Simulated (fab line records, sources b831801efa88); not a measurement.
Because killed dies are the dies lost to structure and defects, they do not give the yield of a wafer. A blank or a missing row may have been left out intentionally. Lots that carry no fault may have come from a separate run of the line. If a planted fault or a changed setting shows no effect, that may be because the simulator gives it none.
fab line records + flow sky130
[record]
- lots = 7
- wafers = 21
- lastDay = 50
route steps=708 shown POLY_CUT@312 SD_P@320
lots with no fault: from the same line, run without faults
startH: the number of hours between the record's first day and the start of the first shown wafer of the lot + waitH: hours since the lot's step before + " the same as in the row above + L1.1+2: a single row standing in for several wafers + - no value, or no start was given + * or withheld: withheld + < > ~ a bound
route shown NAME@n: names a module that has steps shown in the file, with the first one's number in the route + usual: mean/standard deviation of fault-free wafers + same: alike in all rows + chamber/n: place in a boat + sites: the reading at each site + _std_site: standard deviation of those values + _edge_site: the outer-site mean with the inner-site mean subtracted + radiusMm: for every site, how far away it sits from the centre of the wafer + mask NAME#n: copy n + behind: the last tool/chamber to shape the wafer + hold: why the lot went on hold/how many hours it stayed there/how the hold came to an end + device: whichever transistor did not switch (one of n, p or np) + end of line: tests of these same wafers at the route's end + where a step has no rows: the recipe by itself + killed: at the first sort, the dies lost to defects and structure; wafer yield is something else + map: a wafer's dies, marking killed ones x, the rest . and places with no die _
set.NAME: the setting that was run; set.NAME@STEP: the one run at that earlier step + model.NAME: the simulator's own value behind a step, which no gauge read
certain route steps with their lots: each step a table, each wafer a row
services: the hour from which a tool's chamber was out of use, counted from the record's first day as startH (under 0 if before that day), plus the number of hours and why
[[steps]]
[step SKY_POLY_CUT_EXPOSE_05]
[recipe]
- maskId = NPCM
- na = 0.8
- sourceShape = annular
- sigmaInner = 0.55
- sigmaOuter = 0.85
- targetCdNm = 270
- doseMj = 32
[step SKY_POLY_CUT_PEB_06]
[recipe]
- pebTempC = withheld
- pebTimeS = withheld
- resist = KrF-thick
[step SKY_POLY_CUT_DEVELOP_07]
[recipe]
- developTimeS = 60
- resist = KrF-thick
- devTempC = 21
[step SKY_POLY_CUT_CD_MEAS_08]
[recipe]
- targetCdNm = 270
[usual]
- cdNm = 270.1/1.3
| lot.wafer | tool     | chamber | startH | waitH | cdNm  |
|-----------|----------|---------|--------|-------|-------|
| L284.1    | cdSem-02 | -       | 575.45 | -     | 271.2 |
| L284.3    | "        | -       | "      | "     | 270.9 |
| L284.5    | "        | -       | "      | "     | 269.8 |
| L292.2    | cdSem-02 | -       | 644.07 | -     | 269.9 |
| L292.3    | "        | -       | "      | "     | 268.3 |
| L292.4    | "        | -       | "      | "     | 268.3 |
| L297.1    | cdSem-01 | -       | 683.53 | -     | 269.1 |
| L297.2    | "        | -       | "      | "     | 269.3 |
| L297.6    | "        | -       | "      | "     | 268.5 |
| L298.1    | cdSem-02 | -       | 694.30 | -     | 270.5 |
| L298.2    | "        | -       | "      | "     | 269.5 |
| L298.4    | "        | -       | "      | "     | 270.1 |
| L299.3    | cdSem-01 | -       | 697.14 | -     | 269.6 |
| L299.4    | "        | -       | "      | "     | 269.5 |
| L299.5    | "        | -       | "      | "     | 270.6 |
| L302.2    | cdSem-01 | -       | 719.52 | -     | 271.0 |
| L302.4    | "        | -       | "      | "     | 271.3 |
| L302.5    | "        | -       | "      | "     | 271.5 |
| L305.2    | cdSem-01 | -       | 750.48 | -     | 270.5 |
| L305.3    | "        | -       | "      | "     | 270.3 |
| L305.5    | "        | -       | "      | "     | 270.7 |
[step SKY_POLY_CUT_OVL_MEAS_09]
[usual]
- POLY_CUT_OVL = 1/6.7
| lot.wafer | tool       | chamber | startH | waitH | POLY_CUT_OVL[nm] |
|-----------|------------|---------|--------|-------|------------------|
| L284.1    | overlay-02 | -       | 575.57 | 0.1   | -9               |
| L284.3    | "          | -       | "      | "     | -7               |
| L284.5    | "          | -       | "      | "     | -10              |
| L292.2    | overlay-02 | -       | 644.18 | 0.1   | 4                |
| L292.3    | "          | -       | "      | "     | -2               |
| L292.4    | "          | -       | "      | "     | 6                |
| L297.1    | overlay-01 | -       | 683.65 | 0.1   | 8                |
| L297.2    | "          | -       | "      | "     | 6                |
| L297.6    | "          | -       | "      | "     | 3                |
| L298.1    | overlay-01 | -       | 694.42 | 0.1   | 0                |
| L298.2    | "          | -       | "      | "     | 0                |
| L298.4    | "          | -       | "      | "     | 3                |
| L299.3    | overlay-01 | -       | 697.24 | 0.1   | 5                |
| L299.4    | "          | -       | "      | "     | -1               |
| L299.5    | "          | -       | "      | "     | 0                |
| L302.2    | overlay-01 | -       | 719.63 | 0.1   | 10               |
| L302.4    | "          | -       | "      | "     | 9                |
| L302.5    | "          | -       | "      | "     | 10               |
| L305.2    | overlay-02 | -       | 750.58 | 0.1   | 6                |
| L305.3    | "          | -       | "      | "     | 12               |
| L305.5    | "          | -       | "      | "     | 4                |
[step SKY_POLY_CUT_ETCH_10]
[recipe]
- chemistry = N2/H2
- target = BARC
- ionEnergyEv = 200
- sourceW = 500
- biasW = 100
- pressureMtorr = 30
- n2FlowSccm = 100
- h2FlowSccm = 200
- stopOn = SiO2
- timeS = 45.9
- targetDepthA = 600
[usual]
- drypumpMotorCurrentA = 5.9/0.3
- oesProductAu = 0.854/0.0048
- throttleValvePct = 13.225/0.0096
| lot.wafer | tool       | chamber | startH | waitH | drypumpMotorCurrentA | oesProductAu | rfHoursCounterH | throttleValvePct |
|-----------|------------|---------|--------|-------|----------------------|--------------|-----------------|------------------|
| L284.1    | rieDiel-02 | 0       | 575.61 | 0.0   | 5.7                  | 0.857        | 5               | 13.224           |
| L284.3    | "          | 3       | "      | "     | 6.2                  | 0.851        | 7               | 13.220           |
| L284.5    | "          | 3       | "      | "     | 6.2                  | 0.858        | -               | 13.221           |
| L292.2    | rieDiel-02 | 1       | 644.21 | 0.0   | 6.0                  | 0.856        | 10              | 13.243           |
| L292.3    | "          | 0       | "      | "     | 5.7                  | 0.847        | 6               | 13.212           |
| L292.4    | "          | 2       | "      | "     | 5.7                  | 0.851        | 19              | 13.240           |
| L297.1    | rieDiel-03 | 2       | 683.69 | 0.0   | 6.1                  | 0.860        | 29              | 13.209           |
| L297.2    | "          | 0       | "      | "     | 6.1                  | 0.848        | 21              | 13.216           |
| L297.6    | "          | 1       | "      | "     | 6.5                  | 0.854        | -               | 13.231           |
| L298.1    | rieDiel-02 | 0       | 694.46 | 0.0   | 5.7                  | 0.852        | 8               | 13.222           |
| L298.2    | "          | 3       | "      | "     | 6.2                  | 0.851        | 10              | 13.227           |
| L298.4    | "          | 1       | "      | "     | 6.0                  | 0.861        | 12              | 13.217           |
| L299.3    | rieDiel-02 | 0       | 697.26 | 0.0   | 5.7                  | 0.860        | 8               | 13.238           |
| L299.4    | "          | 1       | "      | "     | 6.0                  | 0.855        | 12              | 13.226           |
| L299.5    | "          | 2       | "      | "     | 5.7                  | 0.856        | -               | 13.227           |
| L302.2    | rieDiel-02 | 2       | 719.66 | 0.0   | 5.7                  | 0.855        | 22              | 13.217           |
| L302.4    | "          | 3       | "      | "     | 6.2                  | 0.850        | 11              | 13.226           |
| L302.5    | "          | 2       | "      | "     | 5.7                  | 0.856        | -               | 13.229           |
| L305.2    | rieDiel-02 | 0       | 750.61 | 0.0   | 5.7                  | 0.856        | 10              | 13.232           |
| L305.3    | "          | 2       | "      | "     | 5.7                  | 0.862        | 22              | 13.238           |
| L305.5    | "          | 0       | "      | "     | 5.7                  | 0.862        | -               | 13.228           |
[step SKY_POLY_CUT_ETCH_11]
[recipe]
- target = Si3N4
- chemistry = CF4/CH2F2/Ar
- stopOn = poly-Si
- sourceW = 600
- biasW = 150
- pressureMtorr = 40
- cf4FlowSccm = 40
- ch2f2FlowSccm = 20
- Ar_flow_sccm = 150
- timeS = 42.5
- targetDepthA = 600
[usual]
- drypumpMotorCurrentA = 5.9/0.3
- oesProductAu = 0.833/0.007
- throttleValvePct = 14.994/0.009
| lot.wafer | tool       | chamber | startH | waitH | drypumpMotorCurrentA | oesProductAu | rfHoursCounterH | throttleValvePct |
|-----------|------------|---------|--------|-------|----------------------|--------------|-----------------|------------------|
| L284.1    | rieDiel-02 | 0       | 575.65 | 0.0   | 5.7                  | 0.837        | 5               | 14.988           |
| L284.3    | "          | 3       | "      | "     | 6.2                  | 0.824        | 7               | 14.984           |
| L284.5    | "          | 3       | "      | "     | 6.2                  | 0.838        | -               | 15.002           |
| L292.2    | rieDiel-02 | 1       | 644.25 | 0.0   | 6.0                  | 0.832        | 10              | 14.988           |
| L292.3    | "          | 0       | "      | "     | 5.7                  | 0.850        | 6               | 14.999           |
| L292.4    | "          | 2       | "      | "     | 5.7                  | 0.838        | 19              | 15.009           |
| L297.1    | rieDiel-03 | 2       | 683.73 | 0.0   | 6.0                  | 0.831        | 29              | 14.988           |
| L297.2    | "          | 0       | "      | "     | 6.1                  | 0.833        | 21              | 14.992           |
| L297.6    | "          | 1       | "      | "     | 6.4                  | 0.826        | -               | 14.973           |
| L298.1    | rieDiel-02 | 0       | 694.50 | 0.0   | 5.7                  | 0.832        | 8               | 14.999           |
| L298.2    | "          | 3       | "      | "     | 6.2                  | 0.826        | 10              | 14.993           |
| L298.4    | "          | 1       | "      | "     | 6.0                  | 0.814        | 12              | 14.987           |
| L299.3    | rieDiel-02 | 0       | 697.30 | 0.0   | 5.7                  | 0.828        | 8               | 15.006           |
| L299.4    | "          | 1       | "      | "     | 6.0                  | 0.830        | 12              | 15.005           |
| L299.5    | "          | 2       | "      | "     | 5.7                  | 0.843        | -               | 15.007           |
| L302.2    | rieDiel-02 | 2       | 719.70 | 0.0   | 5.7                  | 0.825        | 22              | 14.998           |
| L302.4    | "          | 3       | "      | "     | 6.2                  | 0.826        | 11              | 14.990           |
| L302.5    | "          | 2       | "      | "     | 5.8                  | 0.829        | -               | 14.980           |
| L305.2    | rieDiel-02 | 0       | 750.65 | 0.0   | 5.7                  | 0.829        | 10              | 15.003           |
| L305.3    | "          | 2       | "      | "     | 5.7                  | 0.836        | 22              | 14.993           |
| L305.5    | "          | 0       | "      | "     | 5.7                  | 0.837        | -               | 14.972           |
[step SKY_POLY_CUT_STRIP_12]
[recipe]
- chemistry = O2/N2
- powerW = 1400
- pressureMtorr = 1500
- platenTempC = withheld
- o2FlowSccm = 3000
- n2FlowSccm = 300
- overashFraction = 0.5
[usual]
- drypumpMotorCurrentA = 5.6/0.42
- oesProductAu = 0.452/0.0049
- stripTimeToEndpointS = 5.349/0.017
| lot.wafer | tool           | chamber | startH | waitH | drypumpMotorCurrentA | oesProductAu | rfHoursCounterH | stripTimeToEndpointS |
|-----------|----------------|---------|--------|-------|----------------------|--------------|-----------------|----------------------|
| L284.1    | plasmaAsher-04 | 0       | 575.69 | 0.0   | 6.2                  | 0.464        | 75              | 5.364                |
| L284.3    | "              | 0       | "      | "     | 6.2                  | 0.453        | -               | 5.369                |
| L284.5    | "              | 0       | "      | "     | 6.2                  | 0.446        | -               | 5.371                |
| L292.2    | plasmaAsher-01 | 1       | 644.29 | 0.0   | 5.6                  | 0.450        | 53              | 5.357                |
| L292.3    | "              | 1       | "      | "     | 5.5                  | 0.448        | -               | 5.346                |
| L292.4    | "              | 0       | "      | "     | 5.7                  | 0.447        | -               | 5.349                |
| L297.1    | plasmaAsher-04 | 1       | 683.77 | 0.0   | 4.8                  | 0.455        | 86              | 5.338                |
| L297.2    | "              | 0       | "      | "     | 6.2                  | 0.451        | 86              | 5.379                |
| L297.6    | "              | 1       | "      | "     | 4.8                  | 0.441        | -               | 5.356                |
| L298.1    | plasmaAsher-01 | 1       | 694.54 | 0.0   | 5.6                  | 0.443        | 57              | 5.344                |
| L298.2    | "              | 0       | "      | "     | 5.7                  | 0.454        | 57              | 5.348                |
| L298.4    | "              | 1       | "      | "     | 5.6                  | 0.451        | -               | 5.339                |
| L299.3    | plasmaAsher-04 | 1       | 697.38 | 0.1   | 4.8                  | 0.456        | -               | 5.358                |
| L299.4    | "              | 0       | "      | "     | 6.2                  | 0.454        | -               | 5.366                |
| L299.5    | "              | 1       | "      | "     | 4.8                  | 0.452        | -               | 5.358                |
| L302.2    | plasmaAsher-01 | 1       | 719.74 | 0.0   | 5.6                  | 0.455        | 60              | 5.324                |
| L302.4    | "              | 0       | "      | "     | 5.7                  | 0.450        | -               | 5.356                |
| L302.5    | "              | 0       | "      | "     | 5.7                  | 0.449        | -               | 5.328                |
| L305.2    | plasmaAsher-01 | 0       | 750.69 | 0.0   | 5.7                  | 0.458        | 63              | 5.326                |
| L305.3    | "              | 0       | "      | "     | 5.6                  | 0.445        | -               | 5.318                |
| L305.5    | "              | 0       | "      | "     | 5.7                  | 0.449        | -               | 5.345                |
[step SKY_SD_P_DEHYDRATE_00]
[recipe]
- tempC = 200
- timeS = 60
[step SKY_SD_P_HMDS_01]
[recipe]
- primeTimeS = 60
- primeTempC = 120
[step SKY_SD_P_COAT_02]
[recipe]
- resist = NOVOLAK
- spinRpm = 3000
- resistThkNm = 1140
[step SKY_SD_P_SOFTBAKE_03]
[recipe]
- tempC = 90
- timeS = 60
- resist = NOVOLAK
[step SKY_SD_P_EXPOSE_04]
[recipe]
- maskId = PSDM
- na = 0.6
- sourceShape = conventional
- sigmaOuter = 0.6
- polarization = unpolarized
- targetCdNm = 380
- doseMj = 138
[usual]
- exposureDoseMJCm2 = 138.02/0.14
- focusOffsetNm = 0.1/0.53
| lot.wafer | tool            | chamber | startH | waitH | mask   | exposureDoseMJCm2 | focusOffsetNm |
|-----------|-----------------|---------|--------|-------|--------|-------------------|---------------|
| L284.1    | ilineStepper-01 | 0       | 590.40 | -     | PSDM#0 | 138.08            | -0.1          |
| L284.3    | "               | 0       | "      | "     | PSDM#0 | 138.10            | 0.2           |
| L284.5    | "               | 0       | "      | "     | PSDM#0 | 138.01            | 0.2           |
| L292.2    | ilineStepper-02 | 0       | 659.15 | -     | PSDM#0 | 138.19            | -0.4          |
| L292.3    | "               | 0       | "      | "     | PSDM#0 | 137.98            | 0.5           |
| L292.4    | "               | 0       | "      | "     | PSDM#0 | 138.08            | 0.6           |
| L297.1    | ilineStepper-02 | -       | 697.59 | -     | PSDM#0 | -                 | -             |
| L297.2    | "               | -       | "      | "     | PSDM#0 | -                 | -             |
| L297.6    | "               | -       | "      | "     | PSDM#0 | -                 | -             |
| L298.1    | ilineStepper-01 | -       | 708.81 | -     | PSDM#0 | -                 | -             |
| L298.2    | "               | -       | "      | "     | PSDM#0 | -                 | -             |
| L298.4    | "               | -       | "      | "     | PSDM#0 | -                 | -             |
| L299.3    | ilineStepper-01 | -       | 711.82 | -     | PSDM#0 | -                 | -             |
| L299.4    | "               | -       | "      | "     | PSDM#0 | -                 | -             |
| L299.5    | "               | -       | "      | "     | PSDM#0 | -                 | -             |
| L302.2    | ilineStepper-01 | 0       | 733.62 | -     | PSDM#0 | 138.20            | 0.2           |
| L302.4    | "               | 0       | "      | "     | PSDM#0 | 138.13            | 0.2           |
| L302.5    | "               | 0       | "      | "     | PSDM#0 | 138.24            | 0.8           |
| L305.2    | ilineStepper-01 | 0       | 763.60 | -     | PSDM#0 | 137.81            | -0.4          |
| L305.3    | "               | 0       | "      | "     | PSDM#0 | 137.81            | 0.5           |
| L305.5    | "               | 0       | "      | "     | PSDM#0 | 137.97            | -0.5          |
[step SKY_SD_P_PEB_05]
[recipe]
- tempC = withheld
- timeS = *
- resist = NOVOLAK
[[services]]
| tool            | chamber | startH | hours | kind                   |
|-----------------|---------|--------|-------|------------------------|
| ilineStepper-01 | -       | 558.61 | 18.3  | repair                 |
| rieDiel-03      | 1       | 574.60 | -     | clean                  |
| rieDiel-03      | 1       | 574.60 | 20.1  | scheduledDown          |
| rieDiel-03      | 1       | 574.60 | 20.1  | ventCycle              |
| ilineStepper-01 | -       | 576.88 | 1.7   | pm                     |
| rieDiel-02      | 0       | 582.54 | 2.9   | repair                 |
| ilineStepper-01 | -       | 583.49 | 2.1   | pm                     |
| ilineStepper-01 | -       | 585.57 | -     | consumableReplace:lamp |
| ilineStepper-02 | -       | 593.69 | 1.7   | pm                     |
| rieDiel-03      | 2       | 655.84 | 3.7   | repair                 |
| plasmaAsher-01  | -       | 664.32 | 2.1   | repair                 |
| rieDiel-03      | 2       | 713.00 | 15.5  | repair                 |
| ilineStepper-02 | -       | 725.73 | 0.7   | repair                 |
| rieDiel-03      | 0       | 731.93 | 1.3   | repair                 |
[[key]]
[firstSign]
- step = SKY_SD_P_EXPOSE_04
- reading = toolRecord
- direction = missing
effect none on later readings
metAt SKY_SD_P_EXPOSE_04
struckWafers L297.1,L297.2,L297.6,L298.1,L298.2,L298.4,L299.3,L299.4,L299.5
sortLeftOut L297.1,L297.2,L297.6,L298.1,L298.2,L298.4,L299.3,L299.4,L299.5
testerLeftOut L297,L298,L299
onsetBetween 659.15 697.59
[fault]
- kind = skippedStepWhole
- tool = ilineStepper-01,ilineStepper-02
- chamber = -
- onsetH = 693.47
- steps = SKY_SD_P_EXPOSE_04
- scope = struckLotsOnly
// testerLeftOut: of these lots the tester's yield and bins aren't shown, on N5 and GAA mostly nor the transistor test; their killed dies are dies lost to structure and defects alone, not to doping, threshold or leakage, so they don't give the yield
// sortLeftOut: the simulated sort isn't trusted on such a fault, so these wafers' sort isn't shown, and their yield isn't known
